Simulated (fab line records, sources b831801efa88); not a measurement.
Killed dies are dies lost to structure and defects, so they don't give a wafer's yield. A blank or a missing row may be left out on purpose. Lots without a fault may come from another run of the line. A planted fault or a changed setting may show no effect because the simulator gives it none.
A struck lot beside a sound one | flow sky130 | 15 steps out of a route of 708
Sound: wafers L326.3, L326.5, L326.6. Struck: wafers L345.1, L345.3, L345.6. The cause comes at the end.
At each step with rows: each side's tool, then ch and its chambers, then its first start. Under that, the readings that differ: sound wafers | struck wafers | difference of the means | sigmas: that difference in standard deviations of wafers without a fault.
alike: readings whose means differ by less than 2 such deviations, and words and numbers that are the same on both sides. not compared: withheld readings, readings that some wafer has no value for, bounds like >300 that may hide the same value, and numbers for which the record gives no deviation and whose values overlap.
The two part at a step that has a row with sigmas, a row that says differs or no value, or rows on one side only. Numbers that don't overlap but have no deviation are shown without sigmas and don't part them. A reading that every wafer of one side lacks parts them only if that side has two wafers or more.

first, 3 steps without rows for these wafers: SKY_SD_P_EXPOSE_04 (exposes mask PSDM, target cd 380 nm); SKY_SD_P_PEB_05; SKY_SD_P_DEVELOP_06 (develop time 60 s).
SKY_SD_P_CD_MEAS_07: target cd 380 nm.
  sound on cd_sem-01, day 26 12:22; struck on cd_sem-01, day 32 22:59
  alike: cd_nm
SKY_SD_P_OVL_MEAS_08:
  sound on overlay-01, day 26 12:28; struck on overlay-02, day 32 23:07
  alike: SD_P_OVL
then, 1 step without rows for these wafers: SKY_SD_P_IMPLANT_09.
SKY_SD_P_STRIP_10: strips in O2/N2.
  sound on plasma_asher-01 ch 0,1, day 26 12:40; struck on plasma_asher-04 ch 0,1, day 32 23:17
  alike: drypump_motor_current_A, oes_product_au, strip_time_to_endpoint_s
  not compared: rf_hours_counter_h
SKY_SD_P_TW_MEAS_11:
  sound on film_metro-01, day 26 12:46; struck on film_metro-02, day 32 23:23
  reading | sound          | struck         | difference | sigmas
  SD_P_TW | 2841 2835 2842 | 2780 2791 2783 | -55        | -2
then, 4 steps without rows for these wafers: SKY_RES_XHIGH_DEHYDRATE_00 (time 60 s); SKY_RES_XHIGH_HMDS_01 (prime time 60 s); SKY_RES_XHIGH_COAT_02 (resist thk 1140 nm); SKY_RES_XHIGH_SOFTBAKE_03 (time 60 s).
SKY_RES_XHIGH_EXPOSE_04: exposes mask URPM, target cd 1270 nm.
  sound on iline_stepper-01 ch 0, day 27 02:21; struck on iline_stepper-01 ch 0, day 33 12:16
  reading              | sound                | struck               | difference | sigmas
  exposure_dose_mJ_cm2 | 139.76 140.15 139.95 | 132.40 132.36 132.24 | -7.62      | -51
  alike: mask, stage_vel_mm_s
then, 1 step without rows for these wafers: SKY_RES_XHIGH_PEB_05.
SKY_PAD_OPEN_PROBE_99:
  the record has rows for the sound wafers here (prober-02, day 46 17:26) and none for the struck ones

WHERE THEY PART
First at SKY_SD_P_TW_MEAS_11; last, within this record, at SKY_PAD_OPEN_PROBE_99.

WHY: what the simulator had put in
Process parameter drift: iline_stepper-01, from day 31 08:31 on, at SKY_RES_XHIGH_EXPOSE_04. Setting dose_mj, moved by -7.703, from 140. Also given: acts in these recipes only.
